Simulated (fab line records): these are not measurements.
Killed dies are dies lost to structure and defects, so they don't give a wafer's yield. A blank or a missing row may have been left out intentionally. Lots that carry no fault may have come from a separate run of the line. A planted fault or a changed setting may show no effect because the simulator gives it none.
fab line records ; flow sky130
[record] lots = 12; wafers = 36; last_day = 50
route steps=708 shown VIA2@527 METAL3@567 VIA3@573 PAD_OPEN@708
lots that met no fault: taken from a fault-free run of the same line
start_h: start of the lot's first displayed wafer, in hours after the record's first day ; wait_h: time in hours since the lot's previous step ; " as in the row above ; L1.1+2: one row covering several wafers at once ; - no value, or no start given ; * or withheld: withheld ; < > ~ a bound
route shown NAME@n: NAME is a module with steps in the file, n the number in the route of the first one ; usual: mean and standard deviation over wafers with no fault ; same: alike in all rows ; chamber/n: place in a boat ; sites: each site's reading ; _std_site: standard deviation of those values ; _edge_site: inner sites' mean taken away from outer sites' mean ; radius_mm: how far each site lies from the wafer's centre ; mask NAME#n: copy n ; behind: the most recent tool/chamber to have shaped the wafer ; hold: why the lot went on hold/how many hours it stayed there/how the hold came to an end ; device: names the non-switching transistor (n, p or np) ; end of line: at the end of the route, the tests of the same wafers ; a step with no rows: only its recipe ; killed: not the wafer's yield, but the dies lost to structure and defects at the first sort ; map: dies across one wafer; x = killed, . = not, _ = none there
set.NAME: the setting as run; set.NAME@STEP: as run at that earlier step ; model.NAME: the simulator's own value behind a step, which no gauge read
steps of the route over a sample of lots; a table a step, a row a wafer
services: the hour from which a tool's chamber was out of use, counted from the record's first day as start_h (under 0 if before that day), plus the number of hours and why
[[steps]]
[step SKY_VIA2_SPUTTER_20]
[recipe] material = TiN; target_thk_nm = 20; chamber_pressure_pa = 5; power_w = 4000; time_s = 80
[usual] throttle_valve_pct = 30.2/1.5
lot.wafer;tool;chamber;start_h;wait_h;throttle_valve_pct
L825.1;pvd_sputter-03;-;862.41;0.0;30.2
L825.4;pvd_sputter-03;-;862.41;0.0;30.3
L825.6;pvd_sputter-03;-;862.41;0.0;30.5
L826.2;pvd_sputter-04;-;865.22;0.0;27.9
L826.3;pvd_sputter-04;-;865.22;0.0;30.6
L826.6;pvd_sputter-04;-;865.22;0.0;28.0
L828.3;pvd_sputter-04;-;887.75;0.0;28.3
L828.4;pvd_sputter-04;-;887.75;0.0;30.5
L828.5;pvd_sputter-04;-;887.75;0.0;28.2
L830.1;pvd_sputter-02;-;897.76;0.0;30.1
L830.4;pvd_sputter-02;-;897.76;0.0;33.0
L830.6;pvd_sputter-02;-;897.76;0.0;33.2
L829.1;pvd_sputter-03;-;897.84;0.0;28.9
L829.4;pvd_sputter-03;-;897.84;0.0;29.0
L829.6;pvd_sputter-03;-;897.84;0.0;30.3
L832.2;pvd_sputter-02;-;906.97;0.0;30.6
L832.3;pvd_sputter-02;-;906.97;0.0;32.9
L832.5;pvd_sputter-02;-;906.97;0.0;32.1
L841.2;pvd_sputter-02;-;958.89;0.0;33.2
L841.3;pvd_sputter-02;-;958.89;0.0;31.9
L841.5;pvd_sputter-02;-;958.89;0.0;30.5
L844.1;pvd_sputter-04;-;980.09;0.0;29.3
L844.3;pvd_sputter-04;-;980.09;0.0;29.7
L844.5;pvd_sputter-04;-;980.09;0.0;29.2
L845.2;pvd_sputter-02;-;984.45;0.0;30.6
L845.3;pvd_sputter-02;-;984.45;0.0;32.0
L845.5;pvd_sputter-02;-;984.45;0.0;29.7
L846.1;pvd_sputter-03;-;997.66;0.0;28.9
L846.3;pvd_sputter-03;-;997.66;0.0;28.0
L846.6;pvd_sputter-03;-;997.66;0.0;30.6
L847.1;pvd_sputter-02;-;998.83;0.0;30.5
L847.3;pvd_sputter-02;-;998.83;0.0;29.5
L847.4;pvd_sputter-02;-;998.83;0.0;32.9
L848.1;pvd_sputter-02;-;1005.38;0.0;33.2
L848.3;pvd_sputter-02;-;1005.38;0.0;29.5
L848.4;pvd_sputter-02;-;1005.38;0.0;30.5
[step SKY_METAL3_ETCH_17]
[recipe] target = SiO2; stop_on = TiN; chemistry = C4F8/O2/Ar; source_w = 1500; bias_w = 1200; pressure_mtorr = 40; c4f8_flow_sccm = withheld; O2_flow_sccm = 6; Ar_flow_sccm = 300; time_s = 3.9; target_depth_a = 150
[usual] oes_product_au = 0.752/0.0066
lot.wafer;tool;chamber;start_h;wait_h;oes_product_au
L825.1;rie_diel-02;0;914.35;0.1;0.747
L825.4;rie_diel-02;2;914.35;0.1;0.754
L825.6;rie_diel-02;0;914.35;0.1;0.765
L826.2;rie_diel-01;2;916.90;0.1;0.740
L826.3;rie_diel-01;1;916.90;0.1;0.756
L826.6;rie_diel-01;1;916.90;0.1;0.749
L828.3;rie_diel-02;1;938.67;0.0;0.746
L828.4;rie_diel-02;2;938.67;0.0;0.744
L828.5;rie_diel-02;0;938.67;0.0;0.743
L829.1;rie_diel-04;2;948.02;0.1;0.747
L829.4;rie_diel-04;0;948.02;0.1;0.749
L829.6;rie_diel-04;2;948.02;0.1;0.753
L830.1;rie_diel-02;1;948.95;0.1;0.747
L830.4;rie_diel-02;3;948.95;0.1;0.759
L830.6;rie_diel-02;2;948.95;0.1;0.763
L832.2;rie_diel-01;1;958.55;0.1;0.747
L832.3;rie_diel-01;0;958.55;0.1;0.740
L832.5;rie_diel-01;2;958.55;0.1;0.752
L841.2;rie_diel-02;1;1007.67;0.1;0.744
L841.3;rie_diel-02;2;1007.67;0.1;0.751
L841.5;rie_diel-02;3;1007.67;0.1;0.747
L844.1;rie_diel-02;3;1027.75;0.1;0.752
L844.3;rie_diel-02;1;1027.75;0.1;0.749
L844.5;rie_diel-02;3;1027.75;0.1;0.744
L845.2;rie_diel-04;1;1032.28;0.1;0.746
L845.3;rie_diel-04;3;1032.28;0.1;0.748
L845.5;rie_diel-04;3;1032.28;0.1;0.763
L846.1;rie_diel-04;0;1045.80;0.1;0.747
L846.3;rie_diel-04;1;1045.80;0.1;0.749
L846.6;rie_diel-04;3;1045.80;0.1;0.745
L847.1;rie_diel-02;3;1045.98;0.1;0.750
L847.3;rie_diel-02;2;1045.98;0.1;0.744
L847.4;rie_diel-02;1;1045.98;0.1;0.752
L848.1;rie_diel-01;0;1051.43;0.1;0.745
L848.3;rie_diel-01;3;1051.43;0.1;0.754
L848.4;rie_diel-01;1;1051.43;0.1;0.763
[step SKY_VIA3_HDPCVD_00]
[recipe] material = SiO2; target_thk_nm = 1635; sigma_open_frac = 0.3; time_s = 272.5; temp_c = 400; sih4_flow_sccm = 60; pressure_mtorr = 6
[usual] pressure_mtorr = 5.999/0.012; run_length_s = 300.6/0.5
lot.wafer;tool;chamber;start_h;wait_h;pressure_mtorr;run_length_s
L825.1;hdpcvd-01;1;915.34;0.0;6.003;300.5
L825.4;hdpcvd-01;2;915.34;0.0;6.009;300.9
L825.6;hdpcvd-01;0;915.34;0.0;5.981;300.9
L826.2;hdpcvd-01;2;917.73;0.0;5.997;301.1
L826.3;hdpcvd-01;1;917.73;0.0;5.991;300.5
L826.6;hdpcvd-01;1;917.73;0.0;5.980;301.1
L828.3;hdpcvd-02;2;939.46;0.0;6.011;300.0
L828.4;hdpcvd-02;1;939.46;0.0;6.008;299.7
L828.5;hdpcvd-02;2;939.46;0.0;6.008;299.6
L829.1;hdpcvd-02;2;948.81;0.0;6.015;300.3
L829.4;hdpcvd-02;0;948.81;0.0;5.999;277.6
L829.6;hdpcvd-02;1;948.81;0.0;6.011;277.5
L830.1;hdpcvd-02;1;949.74;0.0;6.010;299.8
L830.4;hdpcvd-02;0;949.74;0.0;5.993;277.9
L830.6;hdpcvd-02;1;949.74;0.0;6.006;277.7
L832.2;hdpcvd-01;1;959.34;0.0;6.020;301.3
L832.3;hdpcvd-01;2;959.34;0.0;5.985;300.8
L832.5;hdpcvd-01;0;959.34;0.0;6.000;300.8
L841.2;hdpcvd-01;2;1008.46;0.0;6.005;301.0
L841.3;hdpcvd-01;1;1008.46;0.0;6.007;301.1
L841.5;hdpcvd-01;2;1008.46;0.0;6.008;300.6
L844.1;hdpcvd-01;2;1028.58;0.0;6.004;301.0
L844.3;hdpcvd-01;0;1028.58;0.0;5.994;301.1
L844.5;hdpcvd-01;2;1028.58;0.0;5.991;301.2
L845.2;hdpcvd-02;2;1033.18;0.0;5.985;300.2
L845.3;hdpcvd-02;0;1033.18;0.0;5.988;300.0
L845.5;hdpcvd-02;0;1033.18;0.0;5.984;300.0
L846.1;hdpcvd-02;1;1046.59;0.0;5.985;300.5
L846.3;hdpcvd-02;2;1046.59;0.0;6.002;300.2
L846.6;hdpcvd-02;1;1046.59;0.0;5.986;299.8
L847.1;hdpcvd-01;1;1046.76;0.0;5.988;301.3
L847.3;hdpcvd-01;2;1046.76;0.0;5.994;300.9
L847.4;hdpcvd-01;1;1046.76;0.0;5.989;301.4
L848.1;hdpcvd-02;0;1052.22;0.0;6.005;300.7
L848.3;hdpcvd-02;1;1052.22;0.0;6.003;300.0
L848.4;hdpcvd-02;1;1052.22;0.0;6.000;299.7
[step SKY_VIA3_THK_MEAS_01]
[recipe] reads = SiO2_of_VIA3_HDPCVD_00
[usual] VIA3_HDPCVD_THK = 1640/19
lot.wafer;tool;chamber;start_h;wait_h;VIA3_HDPCVD_THK[nm]
L825.1;film_metro-02;-;915.51;0.1;1640
L825.4;film_metro-02;-;915.51;0.1;1649
L825.6;film_metro-02;-;915.51;0.1;1680
L826.2;film_metro-02;-;917.91;0.1;1651
L826.3;film_metro-02;-;917.91;0.1;1656
L826.6;film_metro-02;-;917.91;0.1;1651
L828.3;film_metro-03;-;939.64;0.1;1625
L828.4;film_metro-03;-;939.64;0.1;1671
L828.5;film_metro-03;-;939.64;0.1;1629
L829.1;film_metro-04;-;948.98;0.1;1624
L829.4;film_metro-04;-;948.98;0.1;1516
L829.6;film_metro-04;-;948.98;0.1;1510
L830.1;film_metro-04;-;949.90;0.1;1653
L830.4;film_metro-04;-;949.90;0.1;1506
L830.6;film_metro-04;-;949.90;0.1;1506
L832.2;film_metro-02;-;959.51;0.1;1660
L832.3;film_metro-02;-;959.51;0.1;1653
L832.5;film_metro-02;-;959.51;0.1;1667
L841.2;film_metro-03;-;1008.64;0.1;1613
L841.3;film_metro-03;-;1008.64;0.1;1612
L841.5;film_metro-03;-;1008.64;0.1;1605
L844.1;film_metro-03;-;1028.74;0.1;1614
L844.3;film_metro-03;-;1028.74;0.1;1653
L844.5;film_metro-03;-;1028.74;0.1;1635
L845.2;film_metro-04;-;1033.36;0.1;1634
L845.3;film_metro-04;-;1033.36;0.1;1647
L845.5;film_metro-04;-;1033.36;0.1;1662
L846.1;film_metro-02;-;1046.75;0.1;1613
L846.3;film_metro-02;-;1046.75;0.1;1630
L846.6;film_metro-02;-;1046.75;0.1;1650
L847.1;film_metro-03;-;1046.93;0.1;1613
L847.3;film_metro-03;-;1046.93;0.1;1612
L847.4;film_metro-03;-;1046.93;0.1;1603
L848.1;film_metro-04;-;1052.39;0.1;1657
L848.3;film_metro-04;-;1052.39;0.1;1635
L848.4;film_metro-04;-;1052.39;0.1;1643
[step SKY_VIA3_THK_MEAS_23]
[recipe] thk_meas_gauge = xrf; reads = W_of_VIA3_CVD_21
[usual] VIA3_W_THK = 398/6.1
lot.wafer;tool;chamber;start_h;wait_h;VIA3_W_THK[nm]
L825.1;film_metro-03;-;941.09;0.1;399
L825.4;film_metro-03;-;941.09;0.1;395
L825.6;film_metro-03;-;941.09;0.1;394
L826.2;film_metro-03;-;944.13;0.1;407
L826.3;film_metro-03;-;944.13;0.1;403
L826.6;film_metro-03;-;944.13;0.1;399
L828.3;film_metro-02;-;965.82;0.1;408
L828.4;film_metro-02;-;965.82;0.1;399
L828.5;film_metro-02;-;965.82;0.1;411
L829.1;film_metro-04;-;974.84;0.1;392
L829.4;film_metro-04;-;974.84;0.1;391
L829.6;film_metro-04;-;974.84;0.1;395
L830.1;film_metro-04;-;976.34;0.1;394
L830.4;film_metro-04;-;976.34;0.1;394
L830.6;film_metro-04;-;976.34;0.1;391
L832.2;film_metro-03;-;985.15;0.1;391
L832.3;film_metro-03;-;985.15;0.1;391
L832.5;film_metro-03;-;985.15;0.1;395
L841.2;film_metro-04;-;1032.50;0.1;395
L841.3;film_metro-04;-;1032.50;0.1;400
L841.5;film_metro-04;-;1032.50;0.1;396
L844.1;film_metro-04;-;1052.17;0.1;398
L844.3;film_metro-04;-;1052.17;0.1;407
L844.5;film_metro-04;-;1052.17;0.1;410
L845.2;film_metro-03;-;1057.15;0.1;395
L845.3;film_metro-03;-;1057.15;0.1;396
L845.5;film_metro-03;-;1057.15;0.1;403
L846.1;film_metro-03;-;1069.44;0.1;392
L846.3;film_metro-03;-;1069.44;0.1;390
L846.6;film_metro-03;-;1069.44;0.1;394
L847.1;film_metro-03;-;1070.07;0.1;392
L847.3;film_metro-03;-;1070.07;0.1;394
L847.4;film_metro-03;-;1070.07;0.1;397
L848.1;film_metro-02;-;1076.12;0.1;394
L848.3;film_metro-02;-;1076.12;0.1;396
L848.4;film_metro-02;-;1076.12;0.1;396
[step SKY_PAD_OPEN_PROBE_99]
[usual] defect_limited_yield = 82.5/1.7; killed_at_M0_to_M3 = 43/6.1; killed_at_M4_up = 3.5/2; killed_at_contacts = 25/5.1; killed_at_front_end = 14/4.2; killed_at_other = 0.3/0.55; killed_dies = 86/8.3; killed_open = 46/7.2; killed_short = 39/6; sort_bin_3_pad_short = 0.9/0.42; sort_bin_5_function = 10.3/1.4; sort_bin_6_memory = 6.3/1.1; sort_n_pass = 406/8.3; sort_yield_pct = 82.5/1.7
[same] gross_dies = 492; killed_at_back_side = 0; sort_bin_4_leakage[%] = 0; sort_bin_8_speed[%] = 0
lot.wafer;tool;chamber;start_h;wait_h;defect_limited_yield[%];killed_at_M0_to_M3;killed_at_M4_up;killed_at_contacts;killed_at_front_end;killed_at_other;killed_dies;killed_open;killed_short;sort_bin_3_pad_short[%];sort_bin_5_function[%];sort_bin_6_memory[%];sort_n_pass;sort_yield_pct[%]
L832.2;prober-01;-;1123.99;0.1;80.7;51;5;22;16;1;95;46;49;2.0;10.0;7.3;397;80.7
L832.3;prober-01;-;1124.04;0.2;84.1;41;2;19;16;0;78;39;39;1.2;8.1;6.5;414;84.1
L832.5;prober-01;-;1124.14;0.2;82.7;37;3;29;16;0;85;40;45;0.8;11.0;5.5;407;82.7
// killed by level:class
L832.2 VIA1:geometric_particle:open=10 VIA1:geometric_particle:short=9 METAL2:geometric_particle:short=9 VIA2:geometric_particle:open=9 CONTACT:geometric_particle:open=8 CONTACT:geometric_particle:short=7 FIELD_ISO:geometric_particle:open=6 METAL1:geometric_particle:short=5
L832.3 METAL2:geometric_particle:short=8 FIELD_ISO:geometric_particle:open=6 CONTACT:geometric_particle:open=6 VIA1:geometric_particle:short=6 VIA1:geometric_particle:open=6 LI_CONTACT:geometric_particle:open=5 VIA2:geometric_particle:open=5 LOCAL_INTERCONNECT:geometric_particle:short=4
L832.5 LI_CONTACT:geometric_particle:open=10 FIELD_ISO:geometric_particle:short=9 VIA3:geometric_particle:open=9 VIA1:geometric_particle:open=8 CONTACT:geometric_particle:open=7 METAL1:geometric_particle:short=6 CONTACT:geometric_particle:short=5 METAL2:geometric_particle:short=4
[[services]]
tool;chamber;start_h;hours;kind
rie_diel-01;-;838.49;2.8;pm
rie_diel-01;-;841.29;0.9;repair
pvd_sputter-03;-;865.21;0.6;repair
rie_diel-01;0;867.30;57.4;repair
rie_diel-02;-;867.33;0.3;repair
hdpcvd-02;-;872.97;1.1;repair
pvd_sputter-04;-;890.47;2.5;repair
rie_diel-02;1;908.33;10.8;repair
rie_diel-01;-;932.51;0.6;repair
pvd_sputter-03;-;939.12;3.3;repair
hdpcvd-02;-;950.25;15.0;pm
rie_diel-04;-;958.96;0.9;repair
rie_diel-02;0;970.00;3.6;repair
rie_diel-04;3;971.39;16.7;repair
rie_diel-04;1;975.23;2.0;repair
rie_diel-04;2;980.70;5.0;repair
pvd_sputter-02;-;981.83;1.2;repair
rie_diel-04;1;982.26;9.3;repair
pvd_sputter-03;-;1003.83;3.1;repair
hdpcvd-02;0;1008.75;2.3;repair
pvd_sputter-02;-;1022.76;20.8;repair
pvd_sputter-02;-;1029.95;13.0;repair
pvd_sputter-04;-;1030.55;2.2;repair
rie_diel-01;3;1039.24;3.6;repair
[[key]]
[first_sign] step = SKY_VIA3_HDPCVD_00; reading = run_length_s; direction = down; sigmas = 46; usual = *; struck = *
[effect] step = SKY_VIA3_THK_MEAS_01; reading = VIA3_HDPCVD_THK; direction = down; sigmas = 6.7; usual = 1640; struck = 1510
met_at SKY_VIA3_HDPCVD_00
struck_lots L829,L830
struck_wafers L829.4,L829.6,L830.4,L830.6
not_acting_at SKY_VIA2_SPUTTER_20,SKY_METAL3_ETCH_17,SKY_VIA3_THK_MEAS_23
onset_between 939.46 948.81
[fault] kind = process_parameter_drift; tool = hdpcvd-02; chamber = -; onset_h = 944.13; steps = SKY_VIA3_HDPCVD_00; channel = time_s; offset = *; shape = step; end_h = 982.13; scope = struck_wafers_only; acts_in = *; stated = *
